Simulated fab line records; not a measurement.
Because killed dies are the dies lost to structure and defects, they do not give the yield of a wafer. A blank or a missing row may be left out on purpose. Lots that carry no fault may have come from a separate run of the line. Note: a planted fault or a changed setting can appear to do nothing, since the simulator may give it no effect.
Which tool was responsible? || flow sky130 || Sampling: 12 lots, 36 wafers, 2 of 708 route steps

== WHAT THE GAUGES SHOWED, per wafer ==
SKY_CAP2M_RS_MEAS_03: the measuring method here is four-point-probe. Usual: CAP2M_TIN_RS gives 6.89 ohm/sq (standard deviation 0.08).
{"lot": "L598", "measured": "day 41 03:36", "on": "film-metro-03", "CAP2M_TIN_RS (ohm/sq)": "7.01 7.00 7.01", "flag": ""}
{"lot": "L601", "measured": "day 42 03:31", "on": "film-metro-01", "CAP2M_TIN_RS (ohm/sq)": "6.95 6.97 6.96", "flag": ""}
{"lot": "L603", "measured": "day 42 11:02", "on": "film-metro-03", "CAP2M_TIN_RS (ohm/sq)": "6.90 6.83 6.88", "flag": ""}
{"lot": "L604", "measured": "day 42 12:06", "on": "film-metro-04", "CAP2M_TIN_RS (ohm/sq)": "6.91 6.91 6.92", "flag": ""}
{"lot": "L607", "measured": "day 43 13:13", "on": "film-metro-03", "CAP2M_TIN_RS (ohm/sq)": "6.96 6.90 6.88", "flag": ""}
{"lot": "L609", "measured": "day 44 08:12", "on": "film-metro-01", "CAP2M_TIN_RS (ohm/sq)": "6.82 6.86 6.92", "flag": ""}
{"lot": "L611", "measured": "day 44 17:44", "on": "film-metro-03", "CAP2M_TIN_RS (ohm/sq)": "7.05 6.99 7.07", "flag": ""}
{"lot": "L615", "measured": "day 45 15:52", "on": "film-metro-03", "CAP2M_TIN_RS (ohm/sq)": "6.79 6.77 6.80", "flag": ""}
{"lot": "L616", "measured": "day 45 17:58", "on": "film-metro-01", "CAP2M_TIN_RS (ohm/sq)": "6.77 6.79 6.80", "flag": ""}
{"lot": "L617", "measured": "day 46 07:33", "on": "film-metro-03", "CAP2M_TIN_RS (ohm/sq)": "6.90 6.91 6.87", "flag": ""}
{"lot": "L619", "measured": "day 46 23:22", "on": "film-metro-04", "CAP2M_TIN_RS (ohm/sq)": "6.88 6.85 6.90", "flag": ""}
{"lot": "L621", "measured": "day 47 07:32", "on": "film-metro-04", "CAP2M_TIN_RS (ohm/sq)": "6.82 6.87 6.91", "flag": ""}

== WHICH TOOL RAN EACH LOT (tool, then ch and the chambers of the sampled wafers, then the start) ==
{"lot": "L598", "SKY_METAL4_SPUTTER_03": "pvd-sputter-04, day 41 03:19"}
{"lot": "L601", "SKY_METAL4_SPUTTER_03": "pvd-sputter-03, day 42 03:16"}
{"lot": "L603", "SKY_METAL4_SPUTTER_03": "pvd-sputter-04, day 42 10:46"}
{"lot": "L604", "SKY_METAL4_SPUTTER_03": "pvd-sputter-03, day 42 11:49"}
{"lot": "L607", "SKY_METAL4_SPUTTER_03": "pvd-sputter-03, day 43 12:58"}
{"lot": "L609", "SKY_METAL4_SPUTTER_03": "pvd-sputter-04, day 44 07:56"}
{"lot": "L611", "SKY_METAL4_SPUTTER_03": "pvd-sputter-04, day 44 17:28"}
{"lot": "L615", "SKY_METAL4_SPUTTER_03": "pvd-sputter-03, day 45 15:35"}
{"lot": "L616", "SKY_METAL4_SPUTTER_03": "pvd-sputter-03, day 45 17:39"}
{"lot": "L617", "SKY_METAL4_SPUTTER_03": "pvd-sputter-01, day 46 07:17"}
{"lot": "L619", "SKY_METAL4_SPUTTER_03": "pvd-sputter-04, day 46 23:07"}
{"lot": "L621", "SKY_METAL4_SPUTTER_03": "pvd-sputter-03, day 47 07:16"}
- SKY_METAL4_SPUTTER_03: material Ti, target thk 5 nm, time 3.3 s.

== AS READ BY THE TOOLS THEMSELVES (means over the sampled wafers that have a number; for cases with no such wafer, the mark the record gives instead) ==
SKY_METAL4_SPUTTER_03. Usual: throttle-valve-pct at 29.9 %, with a standard deviation of 0.86.
{"lot": "L598", "tool": "pvd-sputter-04", "throttle-valve-pct (%)": 30.1, "flag": ""}
{"lot": "L601", "tool": "pvd-sputter-03", "throttle-valve-pct (%)": 30.0, "flag": ""}
{"lot": "L603", "tool": "pvd-sputter-04", "throttle-valve-pct (%)": 30.0, "flag": ""}
{"lot": "L604", "tool": "pvd-sputter-03", "throttle-valve-pct (%)": 30.1, "flag": ""}
{"lot": "L607", "tool": "pvd-sputter-03", "throttle-valve-pct (%)": 30.6, "flag": ""}
{"lot": "L609", "tool": "pvd-sputter-04", "throttle-valve-pct (%)": 29.4, "flag": ""}
{"lot": "L611", "tool": "pvd-sputter-04", "throttle-valve-pct (%)": 29.3, "flag": ""}
{"lot": "L615", "tool": "pvd-sputter-03", "throttle-valve-pct (%)": 30.3, "flag": ""}
{"lot": "L616", "tool": "pvd-sputter-03", "throttle-valve-pct (%)": 30.0, "flag": ""}
{"lot": "L617", "tool": "pvd-sputter-01", "throttle-valve-pct (%)": 29.4, "flag": ""}
{"lot": "L619", "tool": "pvd-sputter-04", "throttle-valve-pct (%)": 29.2, "flag": ""}
{"lot": "L621", "tool": "pvd-sputter-03", "throttle-valve-pct (%)": 30.2, "flag": ""}

== THE ANSWER, worked out from the rows above alone ==
Rule: a lot is off if the mean of its wafers that have a number lies more than 3 standard deviations from the usual mean. Also off: a lot with no number at a reading for which 4 or more lots have one. Any other lot the step has rows for is counted as sound. After the gauges, taken in route order, come the tools' own readings; for these a lot's mean is taken, as printed above. The first step at which some lot is off is used, and at that step the reading that is off furthest; a lot without a number counts as furthest.
No lot is off at any reading shown: from this, nothing can be told.

== WHAT HAD BEEN PUT IN BY THE SIMULATOR ==
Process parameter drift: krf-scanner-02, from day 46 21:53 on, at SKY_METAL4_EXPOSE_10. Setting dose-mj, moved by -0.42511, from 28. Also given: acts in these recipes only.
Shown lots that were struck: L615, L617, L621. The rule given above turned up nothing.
